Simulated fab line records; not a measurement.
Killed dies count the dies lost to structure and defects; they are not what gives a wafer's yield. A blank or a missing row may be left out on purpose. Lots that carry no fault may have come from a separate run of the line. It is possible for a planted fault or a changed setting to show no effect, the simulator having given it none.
Comparing a struck lot with a sound one    flow sky130    22 out of 708 route steps
Sound: wafers L475.1, L475.2, L475.3. The struck wafers were L480.3, L480.4, L480.6. At the end, the cause is stated.
Per side, at each step with rows, come the tool, then ch with its chambers, and then its first start. Under that, the readings that differ: sound wafers    struck wafers    difference of the means    sigmas: that difference in standard deviations of wafers without a fault.
alike: readings with means less than 2 such deviations apart, plus words and numbers identical on both sides. not compared: withheld readings, readings lacking a value on some wafer, bounds such as >300 that could conceal the same value, and numbers that have no deviation in the record and whose values overlap.
Wherever a step has rows on one side only, a row that says differs or no value, or a row with sigmas, the two part there. Numbers that have no deviation but don't overlap get no sigmas and don't part them. A reading that every wafer of one side lacks parts them only if that side has two wafers or more.

SKY_METAL3_SPUTTER_00: material Ti, target thk 15 nm, time 10 s.
  sound on pvdSputter-02 at day 37 11:50; struck on pvdSputter-01 at day 38 15:52
  alike: cathodeDcPowerW, throttleValvePct
SKY_METAL3_SPUTTER_01: material TiN, target thk 20 nm, time 16.7 s.
  sound on pvdSputter-02 at day 37 11:51; struck on pvdSputter-01 at day 38 15:54
  alike: cathodeDcPowerW, throttleValvePct
then, 1 step without rows for these wafers: SKY_METAL3_SPUTTER_02 (material AlCu, target thk 735 nm, time 39.1 s).
SKY_METAL3_SPUTTER_03: material Ti, target thk 5 nm, time 3.3 s.
  sound on pvdSputter-02 at day 37 11:55; struck on pvdSputter-01 at day 38 15:58
  alike: cathodeDcPowerW, throttleValvePct
SKY_METAL3_SPUTTER_04: material TiN, target thk 70 nm, time 58.3 s.
  sound on pvdSputter-02 at day 37 11:56; struck on pvdSputter-01 at day 38 15:59
  alike: cathodeDcPowerW, throttleValvePct
then, 1 step without rows for these wafers: SKY_CAPM_CVD_00 (deposits SiO2, target thk 15.5 nm).
SKY_CAPM_THK_MEAS_01:
  sound on filmMetro-03 at day 37 12:01; struck on filmMetro-02 at day 38 16:05
  alike: CAPM_CVD_00_THK
SKY_CAPM_SPUTTER_02: material TiN, target thk 200 nm, time 166.7 s.
  sound on pvdSputter-01 at day 37 12:04; struck on pvdSputter-02 at day 38 16:08
  alike: cathodeDcPowerW, throttleValvePct
SKY_CAPM_RS_MEAS_03: measures by four-point-probe.
  sound on filmMetro-04 at day 37 12:11; struck on filmMetro-02 at day 38 16:17
  alike: CAPM_TIN_RS
SKY_CAPM_THK_MEAS_04: measures by xrf.
  sound on filmMetro-04 at day 37 12:18; struck on filmMetro-02 at day 38 16:23
  alike: CAPM_TIN_THK
then, 2 steps without rows for these wafers: SKY_CAPM_DEHYDRATE_05 (time 60 s); SKY_CAPM_HMDS_06 (prime time 60 s).
SKY_CAPM_COAT_07: resist thk 1140 nm.
  sound on lithoTrack-04 ch 0, day 38 00:53; struck on lithoTrack-03 ch 0, day 39 04:37
reading                                   sound                 struck                difference  sigmas
spinSpeedRpm (rpm)                        3000.2 3001.5 3001.9  3254.8 3249.9 3255.3  +252.1      +99 or more
model.NOVOLAK_of_CAPM_COAT_07.thkNm (nm)  1138 1144 1140        1092 1091 1093        -49         
  alike: dispensePressureKPa
then, 4 steps without rows for these wafers: SKY_CAPM_SOFTBAKE_08 (time 60 s); SKY_CAPM_EXPOSE_09 (exposes mask CAPM, target cd 1000 nm); SKY_CAPM_PEB_10; SKY_CAPM_DEVELOP_11 (develop time 60 s).
SKY_CAPM_OVL_MEAS_12:
  sound on overlay-02 at day 38 13:20; struck on overlay-02 at day 39 16:44
  alike: CAPM_OVL
SKY_CAPM_METAL_ETCH_13: etches TiN in Cl2/BCl3, stops on SiO2, target depth 220 nm, time 62.9 s.
  sound on rieMetal-01 ch 0,1, day 38 13:22; struck on rieMetal-04 ch 0,1, day 39 16:47
reading                                   sound              struck             difference  sigmas
model.NOVOLAK_of_CAPM_COAT_07.thkNm (nm)  988.8 996.9 991.8  948.1 944.8 948.3  -45.4       
  alike: drypumpMotorCurrentA, oesProductAu, throttleValvePct
  not compared: rfHoursCounterH
SKY_CAPM_STRIP_14: strips in O2/N2.
  sound on plasmaAsher-02 ch 0,1, day 38 13:27; struck on plasmaAsher-02 ch 0,1, day 39 16:52
reading                   sound              struck             difference  sigmas
stripTimeToEndpointS (s)  12.62 12.69 12.64  12.14 12.09 12.12  -0.53       -11
  alike: drypumpMotorCurrentA, o2FlowSccm, oesProductAu
  not compared: rfHoursCounterH
then, 1 step without rows for these wafers: SKY_CAPM_STRIP_15 (strips in post etch residue remover, time 1200 s).
SKY_PAD_OPEN_PROBE_99:
  sound wafers here have rows in the record (prober-01, day 46 14:28); struck ones have none

== WHERE THEY PART ==
At SKY_CAPM_COAT_07 first; at SKY_PAD_OPEN_PROBE_99 last (within this record only).

WHY: whatever the simulator had introduced
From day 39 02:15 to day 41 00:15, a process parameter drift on lithoTrack-03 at SKY_CAPM_COAT_07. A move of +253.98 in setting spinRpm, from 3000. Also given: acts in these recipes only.
